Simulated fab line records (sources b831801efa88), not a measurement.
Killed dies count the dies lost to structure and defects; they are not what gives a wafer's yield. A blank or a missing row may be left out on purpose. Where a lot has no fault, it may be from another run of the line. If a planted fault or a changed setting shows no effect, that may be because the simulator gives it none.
fab line records ; flow sky130
[record] lots = 12; wafers = 36; last_day = 50
route steps=708 shown FIELD_ISO@24 NWELL@73 VT_ADJUST_HVTP@93 VT_ADJUST_LVTN@104 PAD_OPEN@708
lots with no fault: from the same line, run without faults
start_h: hours from the record's opening day to when the first of the lot's shown wafers began ; wait_h: hours from the lot's prior step to this one ; " as in the row above ; L1.1+2: one row covering several wafers at once ; - value missing, or start not given ; * or withheld: withheld ; < > ~ a bound
route shown NAME@n: names a module that has steps shown in the file, with the first one's number in the route ; usual: mean/standard deviation taken from wafers without a fault ; same: alike in all rows ; chamber/n: place in a boat ; sites: the reading at each site ; _std_site: standard deviation of those values ; _edge_site: inner sites' mean taken away from outer sites' mean ; radius_mm: how far each site lies from the wafer's centre ; mask NAME#n: copy n ; behind: the most recent tool/chamber to have shaped the wafer ; hold: why the lot went on hold/how many hours it stayed there/how the hold came to an end ; device: the n, p or np transistor that did not switch ; end of line: at the end of the route, the tests of the same wafers ; a step given without rows: its recipe and nothing more ; killed: dies that structure and defects cost at the first sort, which is not the same as the wafer's yield ; map: a wafer's dies, x killed, . not, _ none there
set.NAME: the setting as run; set.NAME@STEP: as run at that earlier step ; model.NAME: the simulator's own value behind a step, which no gauge read
steps of the route over a sample of lots; a table a step, a row a wafer
services: the hour from which a tool's chamber was out of use, counted from the record's first day as start_h (under 0 if before that day), plus the number of hours and why
[[steps]]
[step SKY_FIELD_ISO_THK_MEAS_23]
[recipe] reads = SiO2_of_FIELD_ISO_OXIDATION_22
[usual] FIELD_ISO_OXIDATION_01_THK = 10.07/0.17
lot.wafer;tool;chamber;start_h;wait_h;FIELD_ISO_OXIDATION_01_THK[nm]
L458.2;film_metro-02;-;37.62;0.0;9.92
L458.3;film_metro-02;-;37.62;0.0;9.78
L458.5;film_metro-02;-;37.62;0.0;9.76
L460.1;film_metro-01;-;45.81;0.0;10.04
L460.5;film_metro-01;-;45.81;0.0;10.04
L460.6;film_metro-01;-;45.81;0.0;9.98
L462.3;film_metro-01;-;59.17;0.0;10.09
L462.4;film_metro-01;-;59.17;0.0;10.11
L462.6;film_metro-01;-;59.17;0.0;10.15
L464.2;film_metro-02;-;69.21;0.0;10.23
L464.4;film_metro-02;-;69.21;0.0;10.06
L464.5;film_metro-02;-;69.21;0.0;10.04
L465.2;film_metro-01;-;72.62;0.0;10.18
L465.5;film_metro-01;-;72.62;0.0;10.10
L465.6;film_metro-01;-;72.62;0.0;10.13
L466.4;film_metro-02;-;77.83;0.0;10.17
L466.5;film_metro-02;-;77.83;0.0;9.93
L466.6;film_metro-02;-;77.83;0.0;10.12
L468.1;film_metro-04;-;91.30;0.0;10.12
L468.5;film_metro-04;-;91.30;0.0;10.10
L468.6;film_metro-04;-;91.30;0.0;10.31
L476.2;film_metro-04;-;129.71;0.0;9.85
L476.5;film_metro-04;-;129.71;0.0;9.78
L476.6;film_metro-04;-;129.71;0.0;9.77
L477.2;film_metro-04;-;135.62;0.0;9.99
L477.3;film_metro-04;-;135.62;0.0;9.97
L477.4;film_metro-04;-;135.62;0.0;9.91
L478.1;film_metro-02;-;140.15;0.0;10.02
L478.4;film_metro-02;-;140.15;0.0;10.07
L478.6;film_metro-02;-;140.15;0.0;9.80
L479.2;film_metro-01;-;147.41;0.0;9.99
L479.3;film_metro-01;-;147.41;0.0;9.89
L479.6;film_metro-01;-;147.41;0.0;10.00
L480.1;film_metro-02;-;150.67;0.0;10.05
L480.2;film_metro-02;-;150.67;0.0;10.16
L480.3;film_metro-02;-;150.67;0.0;10.18
[step SKY_NWELL_EXPOSE_20]
[recipe] mask_id = NWM_COMPLEMENT; na = 0.6; source_shape = conventional; sigma_outer = 0.6; polarization = unpolarized; target_cd_nm = 840; dose_mj = 260
[same] na = 0.6; sigma_outer = 0.6
lot.wafer;tool;chamber;start_h;wait_h;mask
L458.2+3+5;iline_stepper-02;0;100.09;-;NWM_COMPLEMENT#0
L460.1+5+6;iline_stepper-01;0;110.62;-;NWM_COMPLEMENT#0
L462.3+4+6;iline_stepper-02;0;123.96;-;NWM_COMPLEMENT#0
L464.2+4+5;iline_stepper-02;0;136.56;-;NWM_COMPLEMENT#0
L465.2+5+6;iline_stepper-02;0;141.89;-;NWM_COMPLEMENT#0
L466.4+5+6;iline_stepper-02;0;146.40;-;NWM_COMPLEMENT#0
L468.1+5+6;iline_stepper-02;0;163.52;-;HVTPM#0
L476.2+5+6;iline_stepper-02;0;207.54;-;NWM_COMPLEMENT#0
L477.2+3+4;iline_stepper-02;0;218.01;-;NWM_COMPLEMENT#0
L478.1+4+6;iline_stepper-01;0;221.07;-;NWM_COMPLEMENT#0
L479.2+3+6;iline_stepper-02;0;227.54;-;NWM_COMPLEMENT#0
L480.1+2+3;iline_stepper-02;0;231.39;-;NWM_COMPLEMENT#0
[step SKY_NWELL_OVL_MEAS_23]
[usual] NWELL_01_OVL = 0.6/1.3
lot.wafer;tool;chamber;start_h;wait_h;NWELL_01_OVL[nm]
L458.2;overlay-02;-;108.47;-;1.9
L458.3;overlay-02;-;108.47;-;1.3
L458.5;overlay-02;-;108.47;-;2.1
L460.1;overlay-01;-;119.87;-;-0.4
L460.5;overlay-01;-;119.87;-;2.2
L460.6;overlay-01;-;119.87;-;0.2
L462.3;overlay-01;-;133.21;-;0.3
L462.4;overlay-01;-;133.21;-;-0.3
L462.6;overlay-01;-;133.21;-;0.5
L464.2;overlay-01;-;145.97;-;1.4
L464.4;overlay-01;-;145.97;-;-1.4
L464.5;overlay-01;-;145.97;-;1.3
L465.2;overlay-01;-;151.35;-;0.4
L465.5;overlay-01;-;151.35;-;0.8
L465.6;overlay-01;-;151.35;-;0.5
L466.4;overlay-01;-;155.81;-;0.5
L466.5;overlay-01;-;155.81;-;-1.7
L466.6;overlay-01;-;155.81;-;-0.4
L468.1;overlay-01;-;173.30;-;-
L468.5;overlay-01;-;173.30;-;-
L468.6;overlay-01;-;173.30;-;-
L476.2;overlay-02;-;218.70;-;2.3
L476.5;overlay-02;-;218.70;-;2.8
L476.6;overlay-02;-;218.70;-;1.5
L477.2;overlay-02;-;229.20;-;1.1
L477.3;overlay-02;-;229.20;-;1.7
L477.4;overlay-02;-;229.20;-;1.5
L478.1;overlay-02;-;232.09;-;2.7
L478.4;overlay-02;-;232.09;-;2.8
L478.6;overlay-02;-;232.09;-;1.3
L479.2;overlay-02;-;238.27;-;-0.6
L479.3;overlay-02;-;238.27;-;-0.1
L479.6;overlay-02;-;238.27;-;-0.9
L480.1;overlay-02;-;242.30;-;1.3
L480.2;overlay-02;-;242.30;-;0.9
L480.3;overlay-02;-;242.30;-;1.3
[step SKY_NWELL_TW_MEAS_26]
[usual] NWELL_2_TW = 493.1/2.8
lot.wafer;tool;chamber;start_h;wait_h;hold;NWELL_2_TW
L458.2;film_metro-03;-;108.76;0.1;-;491.4
L458.3;film_metro-03;-;108.76;0.1;-;496.7
L458.5;film_metro-03;-;108.76;0.1;-;493.0
L460.1;film_metro-03;-;120.15;0.1;-;489.4
L460.5;film_metro-03;-;120.15;0.1;-;492.8
L460.6;film_metro-03;-;120.15;0.1;-;490.7
L462.3;film_metro-02;-;133.50;0.1;-;497.4
L462.4;film_metro-02;-;133.50;0.1;-;495.1
L462.6;film_metro-02;-;133.50;0.1;-;494.5
L464.2;film_metro-03;-;146.26;0.1;-;492.3
L464.4;film_metro-03;-;146.26;0.1;-;491.7
L464.5;film_metro-03;-;146.26;0.1;-;493.3
L465.2;film_metro-04;-;151.64;0.1;-;491.6
L465.5;film_metro-04;-;151.64;0.1;-;494.3
L465.6;film_metro-04;-;151.64;0.1;-;495.4
L466.4;film_metro-04;-;156.11;0.1;-;493.2
L466.5;film_metro-04;-;156.11;0.1;-;492.6
L466.6;film_metro-04;-;156.11;0.1;-;499.0
L468.1;film_metro-03;-;173.58;0.1;await_dispo/0.2h/release;29.7
L468.5;film_metro-03;-;173.58;0.1;await_dispo/0.2h/release;29.9
L468.6;film_metro-03;-;173.58;0.1;await_dispo/0.2h/release;29.9
L468.1;film_metro-03;-;173.81;0.2;-;29.8
L468.5;film_metro-03;-;173.81;0.2;-;29.8
L468.6;film_metro-03;-;173.81;0.2;-;29.8
L476.2;film_metro-03;-;218.99;0.1;-;490.4
L476.5;film_metro-03;-;218.99;0.1;-;492.3
L476.6;film_metro-03;-;218.99;0.1;-;492.8
L477.2;film_metro-03;-;229.49;0.1;-;490.9
L477.3;film_metro-03;-;229.49;0.1;-;490.8
L477.4;film_metro-03;-;229.49;0.1;-;490.2
L478.1;film_metro-02;-;232.38;0.1;-;492.5
L478.4;film_metro-02;-;232.38;0.1;-;488.6
L478.6;film_metro-02;-;232.38;0.1;-;489.4
L479.2;film_metro-02;-;238.56;0.1;-;492.4
L479.3;film_metro-02;-;238.56;0.1;-;492.9
L479.6;film_metro-02;-;238.56;0.1;-;493.3
L480.1;film_metro-02;-;242.58;0.1;-;492.8
L480.2;film_metro-02;-;242.58;0.1;-;495.3
L480.3;film_metro-02;-;242.58;0.1;-;495.0
[step SKY_VT_ADJUST_HVTP_OVL_MEAS_08]
[usual] VT_ADJUST_HVTP_OVL = 0.9/1.2
lot.wafer;tool;chamber;start_h;wait_h;VT_ADJUST_HVTP_OVL[nm]
L458.2;overlay-01;-;127.24;0.1;-1.4
L458.3;overlay-01;-;127.24;0.1;-1.0
L458.5;overlay-01;-;127.24;0.1;-0.7
L460.1;overlay-01;-;139.22;0.1;1.6
L460.5;overlay-01;-;139.22;0.1;1.2
L460.6;overlay-01;-;139.22;0.1;1.8
L462.3;overlay-01;-;153.03;0.1;2.2
L462.4;overlay-01;-;153.03;0.1;2.5
L462.6;overlay-01;-;153.03;0.1;1.8
L464.2;overlay-02;-;166.82;0.1;2.3
L464.4;overlay-02;-;166.82;0.1;2.4
L464.5;overlay-02;-;166.82;0.1;3.5
L465.2;overlay-01;-;172.17;0.1;1.8
L465.5;overlay-01;-;172.17;0.1;0.3
L465.6;overlay-01;-;172.17;0.1;1.4
L466.4;overlay-02;-;176.53;0.1;-0.3
L466.5;overlay-02;-;176.53;0.1;0.0
L466.6;overlay-02;-;176.53;0.1;0.8
L476.2;overlay-02;-;240.92;0.1;-1.5
L476.5;overlay-02;-;240.92;0.1;2.4
L476.6;overlay-02;-;240.92;0.1;2.2
L477.2;overlay-02;-;251.88;0.1;0.8
L477.3;overlay-02;-;251.88;0.1;1.1
L477.4;overlay-02;-;251.88;0.1;-0.8
L478.1;overlay-01;-;255.22;0.1;2.3
L478.4;overlay-01;-;255.22;0.1;3.5
L478.6;overlay-01;-;255.22;0.1;1.3
L479.2;overlay-02;-;262.08;0.1;1.2
L479.3;overlay-02;-;262.08;0.1;-0.3
L479.6;overlay-02;-;262.08;0.1;0.2
L480.1;overlay-01;-;265.82;0.1;1.6
L480.2;overlay-01;-;265.82;0.1;-0.4
L480.3;overlay-01;-;265.82;0.1;0.3
[step SKY_VT_ADJUST_LVTN_OVL_MEAS_07]
[usual] VT_ADJUST_LVTN_OVL = 0.8/1.7
lot.wafer;tool;chamber;start_h;wait_h;VT_ADJUST_LVTN_OVL[nm]
L458.2;overlay-02;-;146.16;-;0.9
L458.3;overlay-02;-;146.16;-;-0.3
L458.5;overlay-02;-;146.16;-;-1.0
L460.1;overlay-02;-;159.10;-;2.1
L460.5;overlay-02;-;159.10;-;3.2
L460.6;overlay-02;-;159.10;-;1.4
L462.3;overlay-02;-;173.78;-;2.7
L462.4;overlay-02;-;173.78;-;2.4
L462.6;overlay-02;-;173.78;-;3.0
L464.2;overlay-02;-;187.76;-;1.5
L464.4;overlay-02;-;187.76;-;2.5
L464.5;overlay-02;-;187.76;-;2.5
L465.2;overlay-02;-;193.57;-;3.4
L465.5;overlay-02;-;193.57;-;2.2
L465.6;overlay-02;-;193.57;-;3.8
L466.4;overlay-01;-;197.98;-;-1.5
L466.5;overlay-01;-;197.98;-;-3.2
L466.6;overlay-01;-;197.98;-;-0.5
L476.2;overlay-02;-;263.97;-;1.5
L476.5;overlay-02;-;263.97;-;0.6
L476.6;overlay-02;-;263.97;-;3.5
L477.2;overlay-01;-;275.36;-;1.3
L477.3;overlay-01;-;275.36;-;0.5
L477.4;overlay-01;-;275.36;-;0.1
L478.1;overlay-01;-;279.05;-;1.7
L478.4;overlay-01;-;279.05;-;3.1
L478.6;overlay-01;-;279.05;-;3.1
L479.2;overlay-01;-;286.65;-;-0.2
L479.3;overlay-01;-;286.65;-;0.7
L479.6;overlay-01;-;286.65;-;0.4
L480.1;overlay-01;-;291.17;-;-0.5
L480.2;overlay-01;-;291.17;-;-0.1
L480.3;overlay-01;-;291.17;-;0.4
[step SKY_PAD_OPEN_PROBE_99]
[usual] defect_limited_yield = 82.2/1.8; killed_at_M0_to_M3 = 44/7.1; killed_at_M4_up = 3.1/1.9; killed_at_contacts = 25/5.8; killed_at_front_end = 16/4.5; killed_at_other = 0.3/0.52; killed_dies = 88/9.1; killed_open = 48/6.8; killed_short = 39/5.8; sort_bin_3_pad_short = 0.9/0.4; sort_bin_5_function = 10.6/1.4; sort_bin_6_memory = 6.3/1.1; sort_n_pass = 404/9.1; sort_yield_pct = 82.2/1.8
[same] gross_dies = 492; killed_at_back_side = 0; sort_bin_4_leakage[%] = 0; sort_bin_8_speed[%] = 0
lot.wafer;tool;chamber;start_h;wait_h;defect_limited_yield[%];killed_at_M0_to_M3;killed_at_M4_up;killed_at_contacts;killed_at_front_end;killed_at_other;killed_dies;killed_open;killed_short;sort_bin_3_pad_short[%];sort_bin_5_function[%];sort_bin_6_memory[%];sort_n_pass;sort_yield_pct[%]
L466.4;prober-01;-;1137.17;0.2;82.3;51;3;22;11;0;87;45;41;0.4;10.0;7.3;405;82.3
L466.5;prober-01;-;1137.22;0.2;79.9;47;3;28;20;1;99;61;38;1.2;12.0;6.9;393;79.9
L466.6;prober-01;-;1137.27;0.2;79.3;61;2;24;14;1;102;54;48;1.4;13.8;5.5;390;79.3
L476.2;prober-02;-;1178.21;0.1;83.5;38;4;30;9;0;81;47;34;1.0;11.4;4.1;411;83.5
L476.5;prober-02;-;1178.36;0.2;86.0;34;4;16;15;0;69;36;33;0.8;6.5;6.7;423;86.0
L476.6;prober-02;-;1178.41;0.2;81.5;47;3;28;13;0;91;47;44;0.6;11.4;6.5;401;81.5
// killed by level:class
L466.4 VIA1:geometric_particle:open=14 VIA1:geometric_particle:short=9 LI_CONTACT:geometric_particle:open=8 CONTACT:geometric_particle:open=7 FIELD_ISO:geometric_particle:short=5 VIA2:geometric_particle:open=5 METAL1:geometric_particle:short=4 METAL2:geometric_particle:short=4
L466.5 VIA1:geometric_particle:open=16 CONTACT:geometric_particle:open=10 LI_CONTACT:geometric_particle:open=9 VIA2:geometric_particle:open=8 VIA3:geometric_particle:open=5 METAL1:geometric_particle:short=5 POLY_GATE:geometric_particle:open=4 POLY_GATE:geometric_particle:short=4
L466.6 VIA1:geometric_particle:open=14 VIA3:geometric_particle:open=9 METAL1:geometric_particle:short=8 CONTACT:geometric_particle:short=7 VIA2:geometric_particle:open=7 LI_CONTACT:geometric_particle:open=6 VIA1:geometric_particle:short=6 VIA2:geometric_particle:short=6
L476.2 LI_CONTACT:geometric_particle:open=13 VIA1:geometric_particle:open=7 METAL2:geometric_particle:short=7 VIA2:geometric_particle:open=7 LI_CONTACT:geometric_particle:short=5 CONTACT:geometric_particle:open=5 METAL1:geometric_particle:short=5 LOCAL_INTERCONNECT:geometric_particle:short=4
L476.5 METAL1:geometric_particle:short=8 LI_CONTACT:geometric_particle:open=7 VIA2:geometric_particle:open=7 VIA1:geometric_particle:open=6 FIELD_ISO:geometric_particle:open=4 POLY_GATE:geometric_particle:short=4 LI_CONTACT:geometric_particle:short=4 VIA1:geometric_particle:short=4
L476.6 LI_CONTACT:geometric_particle:open=12 CONTACT:geometric_particle:open=8 VIA3:geometric_particle:open=8 VIA2:geometric_particle:open=7 VIA3:geometric_particle:short=5 METAL1:geometric_particle:short=5 VIA1:geometric_particle:short=5 METAL2:geometric_particle:short=5
[[services]]
tool;chamber;start_h;hours;kind
iline_stepper-02;0;109.02;-;calibration
iline_stepper-01;-;156.78;1.7;pm
iline_stepper-02;-;205.18;1.7;pm
[[key]]
[first_sign] step = SKY_NWELL_EXPOSE_20; reading = mask; direction = changed
[effect] step = SKY_NWELL_OVL_MEAS_23; reading = NWELL_01_OVL; direction = missing
[effect] step = SKY_NWELL_TW_MEAS_26; reading = visit; direction = added
[effect] step = SKY_NWELL_TW_MEAS_26; reading = NWELL_2_TW; direction = down; sigmas = 99+; usual = 493.1; struck = 29.8
met_at SKY_NWELL_EXPOSE_20
struck_lots L468
scrapped_behind SKY_NWELL_TW_MEAS_26 L468.1,L468.5,L468.6
not_acting_at SKY_FIELD_ISO_THK_MEAS_23,SKY_VT_ADJUST_HVTP_OVL_MEAS_08,SKY_VT_ADJUST_LVTN_OVL_MEAS_07
onset_between 146.40 163.52
[fault] kind = wrong_mask; tool = any; chamber = -; onset_h = 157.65; steps = SKY_NWELL_EXPOSE_20; aux_copy = HVTPM#0; scope = struck_lots_only
